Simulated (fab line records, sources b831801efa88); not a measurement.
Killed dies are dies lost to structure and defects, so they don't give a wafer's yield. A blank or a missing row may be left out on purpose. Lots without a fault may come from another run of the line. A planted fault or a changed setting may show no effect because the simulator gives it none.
fab line records | flow gf180mcu
record lots=6 wafers=18 last_day=34
route steps=602 shown NSD@245 PSD@248
lots that met no fault: from a run of the same line without faults
start_h: hours from the record's first day to the start of the lot's first wafer shown | wait_h: hours since the lot's step before | " the same as in the row above | L1.1+2: a row that stands for several wafers | - no value, or no start given | * or withheld: withheld | < > ~ a bound
route shown NAME@n: a module of which the file shows steps, and the number in the route of the first | usual: mean/standard deviation of fault-free wafers | same: alike in all rows | chamber/n: place in a boat | sites: the reading at each site | _std_site: their standard deviation | _edge_site: outer sites' mean less inner sites' | radius_mm: how far each site lies from the wafer's centre | mask NAME#n: copy n | behind: the tool/chamber that last shaped the wafer | hold: why the lot was held/for how many hours/how that ended | device: the transistor (n, p or np) that didn't switch | end of line: the same wafers' tests at the end of the route | a step without rows: its recipe alone | killed: dies lost to structure and defects at the first sort, not the wafer's yield | map: a wafer's dies, x killed, . not, _ none there
set.NAME: the setting as run; set.NAME@STEP: as run at that earlier step | model.NAME: the simulator's own value behind a step, which no gauge read
lots at some steps of the route; a table a step, a row a wafer
services: from which hour (start_h, from the record's first day; less than 0 if before it) a tool's chamber was out of use, for how many hours, and why
## steps
# step GF_NSD_IMPLANT_10
# recipe species=P energy_kev=40 dose_cm2=5e+14 tilt_deg=7
# step GF_NSD_STRIP_11
# recipe chemistry=O2/N2 power_w=1400 pressure_mtorr=1500 platen_temp_c=250 o2_flow_sccm=3000 n2_flow_sccm=300 overash_fraction=0.5
# usual drypump_motor_current_A=5.9/0.4 heater_power_w=359/35 o2_flow_sccm=3001/9.4 oes_product_au=0.487/0.0049 strip_time_to_endpoint_s=22.96/0.038
# columns lot.wafer tool chamber start_h wait_h drypump_motor_current_A heater_power_w o2_flow_sccm oes_product_au rf_hours_counter_h strip_time_to_endpoint_s
L626.2 plasma_asher-03 0 359.53 0.1 5.4 373 2994 0.485 47 22.94
L626.3 " 1 " " 5.8 405 2993 0.484 - 22.96
L626.4 " 0 " " 5.4 363 2989 0.481 - 22.93
L628.2 plasma_asher-04 0 372.67 0.1 6.1 297 3008 0.485 27 22.98
L628.3 " 0 " " 6.0 290 2997 0.489 - 22.94
L628.4 " 1 " " 6.5 339 2989 0.484 - 22.99
L638.2 plasma_asher-03 1 463.47 0.1 5.9 397 3013 0.479 59 23.00
L638.5 " 1 " " 5.9 390 3003 0.483 - 22.94
L638.6 " 0 " " 5.4 377 2986 0.494 - 23.00
L639.3 plasma_asher-01 0 464.38 0.1 6.3 366 3011 0.487 - 22.92
L639.4 " 1 " " 5.4 331 3000 0.494 - 22.96
L639.6 " 0 " " 6.3 372 3006 0.482 - 22.95
L640.2 plasma_asher-01 1 471.72 0.1 5.4 330 3019 0.491 5 22.99
L640.3 " 0 " " 6.3 363 3009 0.487 - 22.95
L640.6 " 0 " " 6.3 372 3001 0.485 - 22.95
L642.1 plasma_asher-03 1 490.31 0.1 5.9 396 2995 0.492 61 22.93
L642.3 " 1 " " 5.9 403 2998 0.484 - 22.92
L642.6 " 1 " " 5.9 398 2985 0.487 - 22.91
# step GF_NSD_TW_MEAS_12
# usual NSD_TW=4258/45
# columns lot.wafer tool chamber start_h wait_h NSD_TW
L626.2 film_metro-03 - 359.64 0.1 4232
L626.3 " - " " 4245
L626.4 " - " " 4232
L628.2 film_metro-04 - 372.78 0.1 4227
L628.3 " - " " 4230
L628.4 " - " " 4218
L638.2 film_metro-04 - 463.58 0.1 4241
L638.5 " - " " 4206
L638.6 " - " " 4232
L639.3 film_metro-04 - 464.47 0.1 4238
L639.4 " - " " 4247
L639.6 " - " " 4251
L640.2 film_metro-03 - 471.83 0.1 4260
L640.3 " - " " 4249
L640.6 " - " " 4243
L642.1 film_metro-03 - 490.41 0.1 4249
L642.3 " - " " 4252
L642.6 " - " " 4250
# step GF_PSD_DEHYDRATE_00
# recipe temp_c=200 time_s=60
# step GF_PSD_HMDS_01
# recipe prime_time_s=60 prime_temp_c=120
# step GF_PSD_COAT_02
# recipe resist=NOVOLAK spin_rpm=3000 resist_thk_nm=1000
# step GF_PSD_SOFTBAKE_03
# recipe temp_c=90 time_s=60 resist=NOVOLAK
# step GF_PSD_EXPOSE_04
# recipe mask_id=Pplus target_cd_nm=400 na=0.6 source_shape=conventional sigma_outer=0.6 dose_mj=140
# step GF_PSD_PEB_05
# recipe temp_c=withheld time_s=* resist=NOVOLAK
# step GF_PSD_DEVELOP_06
# recipe develop_time_s=60 dev_temp_c=23
# step GF_PSD_CD_MEAS_07
# recipe target_cd_nm=400
# usual cd_nm=399.9/2.6
# columns lot.wafer tool chamber start_h wait_h cd_nm
L626.2 cd_sem-01 - 381.99 0.1 399.6
L626.3 " - " " 400.8
L626.4 " - " " 400.0
L628.2 cd_sem-02 - 394.78 0.1 402.6
L628.3 " - " " 403.4
L628.4 " - " " 403.6
L638.2 cd_sem-01 - 487.29 0.1 395.9
L638.5 " - " " 400.8
L638.6 " - " " 400.5
L639.3 cd_sem-02 - 487.70 0.1 400.1
L639.4 " - " " 401.1
L639.6 " - " " 403.2
L640.2 cd_sem-02 - 495.55 0.1 399.3
L640.3 " - " " 402.8
L640.6 " - " " 402.5
L642.1 cd_sem-02 - 513.56 0.1 397.1
L642.3 " - " " 395.6
L642.6 " - " " 396.4
# step GF_PSD_OVL_MEAS_08
# usual PSD_OVL=0.3/1.2
# columns lot.wafer tool chamber start_h wait_h PSD_OVL[nm]
L626.2 overlay-02 - 382.10 0.1 -1.8
L626.3 " - " " -2.0
L626.4 " - " " 1.0
L628.2 overlay-02 - 394.89 0.1 0.8
L628.3 " - " " -1.0
L628.4 " - " " 0.2
L638.2 overlay-01 - 487.39 0.1 -0.5
L638.5 " - " " 0.0
L638.6 " - " " 0.0
L639.3 overlay-02 - 487.79 0.1 1.5
L639.4 " - " " 2.3
L639.6 " - " " 2.3
L640.2 overlay-02 - 495.66 0.1 0.9
L640.3 " - " " 1.0
L640.6 " - " " -0.1
L642.1 overlay-01 - 513.68 0.1 0.7
L642.3 " - " " 1.8
L642.6 " - " " 0.6
# step GF_PSD_IMPLANT_09
# recipe species=BF2 energy_kev=40 dose_cm2=1.5e+15 tilt_deg=7
# usual beam_energy_keV=39.998/0.012 beam_on_s=9.98/0.19
# columns lot.wafer tool chamber start_h wait_h beam_energy_keV beam_on_s
L626.2 implanter-03 0 382.15 0.0 40.009 9.75
L626.3 " 0 " " 39.986 10.13
L626.4 " 0 " " 40.006 10.15
L628.2 implanter-02 0 394.94 0.0 40.016 10.12
L628.3 " 0 " " 39.983 9.82
L628.4 " 0 " " 40.018 9.91
L638.2 implanter-04 - 487.45 0.0 - -
L638.5 " - " " - -
L638.6 " - " " - -
L639.3 implanter-02 - 487.86 0.1 - -
L639.4 " - " " - -
L639.6 " - " " - -
L640.2 implanter-04 0 495.71 0.0 39.990 10.12
L640.3 " 0 " " 39.987 10.43
L640.6 " 0 " " 39.991 10.14
L642.1 implanter-03 0 513.71 0.0 40.002 10.10
L642.3 " 0 " " 39.995 9.90
L642.6 " 0 " " 39.998 9.85
# step GF_PSD_STRIP_10
# recipe chemistry=O2/N2 power_w=1400 pressure_mtorr=1500 platen_temp_c=250 o2_flow_sccm=3000 n2_flow_sccm=300 overash_fraction=0.5
# usual drypump_motor_current_A=6.0/0.34 heater_power_w=349/33 o2_flow_sccm=2999/8.4 oes_product_au=0.592/0.0048 strip_time_to_endpoint_s=16.51/0.034
# columns lot.wafer tool chamber start_h wait_h drypump_motor_current_A heater_power_w o2_flow_sccm oes_product_au rf_hours_counter_h strip_time_to_endpoint_s
L626.2 plasma_asher-03 1 382.28 0.1 5.9 387 2996 0.587 50 16.54
L626.3 " 1 " " 5.9 397 2994 0.597 - 16.58
L626.4 " 0 " " 5.4 380 3000 0.588 - 16.54
L628.2 plasma_asher-02 1 395.07 0.1 6.2 338 2984 0.593 77 16.49
L628.3 " 1 " " 6.3 327 3004 0.594 - 16.49
L628.4 " 0 " " 6.3 330 3004 0.586 - 16.48
L638.2 plasma_asher-03 1 487.57 0.1 5.9 391 3006 0.715 61 12.60
L638.5 " 1 " " 5.9 391 2996 0.722 - 12.58
L638.6 " 0 " " 5.5 378 3005 0.717 - 12.58
L639.3 plasma_asher-04 1 488.00 0.1 6.4 342 2990 0.712 - 12.55
L639.4 " 0 " " 6.0 293 3006 0.711 - 12.60
L639.6 " 1 " " 6.5 336 2992 0.719 - 12.59
L640.2 plasma_asher-04 1 495.84 0.1 6.5 336 3004 0.593 41 16.51
L640.3 " 1 " " 6.4 340 2997 0.596 - 16.51
L640.6 " 0 " " 6.0 286 2997 0.590 - 16.51
L642.1 plasma_asher-03 1 513.86 0.1 5.9 389 2984 0.594 64 16.47
L642.3 " 0 " " 5.4 374 2991 0.589 - 16.49
L642.6 " 1 " " 5.9 399 3010 0.585 - 16.49
# step GF_PSD_TW_MEAS_11
# usual PSD_TW=3189/27
# columns lot.wafer tool chamber start_h wait_h hold PSD_TW
L626.2 film_metro-04 - 382.39 0.1 - 3146
L626.3 " - " " - 3150
L626.4 " - " " - 3142
L628.2 film_metro-03 - 395.18 0.1 - 3184
L628.3 " - " " - 3200
L628.4 " - " " - 3196
L638.2 film_metro-01 - 487.68 0.1 await_dispo/0.2h/release 30
L638.5 " - " " await_dispo/0.2h/release 30
L638.6 " - " " await_dispo/0.2h/release 30
L638.2 film_metro-01 - 487.91 0.2 - 30
L638.5 " - " " - 30
L638.6 " - " " - 30
L639.3 film_metro-01 - 488.08 0.1 await_dispo/0.2h/release 31
L639.4 " - " " await_dispo/0.2h/release 30
L639.6 " - " " await_dispo/0.2h/release 30
L639.3 film_metro-01 - 488.40 0.3 - 30
L639.4 " - " " - 30
L639.6 " - " " - 30
L640.2 film_metro-03 - 495.95 0.1 - 3189
L640.3 " - " " - 3167
L640.6 " - " " - 3176
L642.1 film_metro-03 - 513.96 0.1 - 3197
L642.3 " - " " - 3205
L642.6 " - " " - 3185
## services
# columns tool chamber start_h hours kind
implanter-02 - 336.73 1.3 repair
implanter-04 - 337.73 6.0 pm
plasma_asher-03 - 342.60 3.9 repair
plasma_asher-04 - 348.01 2.8 repair
plasma_asher-04 - 350.83 15.6 pm
implanter-02 - 407.24 8.1 repair
plasma_asher-01 - 409.91 11.0 repair
implanter-04 - 412.06 1.9 repair
plasma_asher-01 - 421.25 9.0 pm
plasma_asher-01 0 421.25 9.0 vent_cycle
plasma_asher-01 1 421.25 9.0 vent_cycle
plasma_asher-01 0 430.25 - clean
plasma_asher-01 1 430.25 - clean
plasma_asher-04 - 434.94 2.1 repair
plasma_asher-02 - 456.12 2.5 repair
implanter-03 - 461.84 2.4 pm
implanter-03 - 468.70 3.6 repair
implanter-03 - 469.92 1.6 repair
plasma_asher-02 - 478.82 2.8 pm
## key
first_sign step=GF_PSD_IMPLANT_09 reading=tool_record direction=missing
effect step=GF_PSD_STRIP_10 reading=strip_time_to_endpoint_s direction=down sigmas=99+ usual=* struck=*
effect step=GF_PSD_TW_MEAS_11 reading=visit direction=added
effect step=GF_PSD_TW_MEAS_11 reading=PSD_TW direction=down sigmas=99+ usual=3189 struck=30
met_at GF_PSD_IMPLANT_09
struck_wafers L638.2,L638.5,L638.6,L639.3,L639.4,L639.6
later_rows_left_out L638.2,L638.5,L638.6,L639.3,L639.4,L639.6
sort_left_out L638.2,L638.5,L638.6,L639.3,L639.4,L639.6
tester_left_out L638,L639
onset_between 394.94 487.45
fault kind=skipped_step_whole tool=implanter-02,implanter-04 chamber=- onset_h=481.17 steps=GF_PSD_IMPLANT_09 scope=struck_lots_only
# tester_left_out: of these lots the tester's yield and bins aren't shown, on N5 and GAA mostly nor the transistor test; their killed dies are dies lost to structure and defects alone, not to doping, threshold or leakage, so they don't give the yield
# sort_left_out: the simulated sort isn't trusted on such a fault, so these wafers' sort isn't shown, and their yield isn't known
# later_rows_left_out: the simulator's readings of these wafers behind a module that went badly wrong aren't trusted and aren't shown, but for the sort
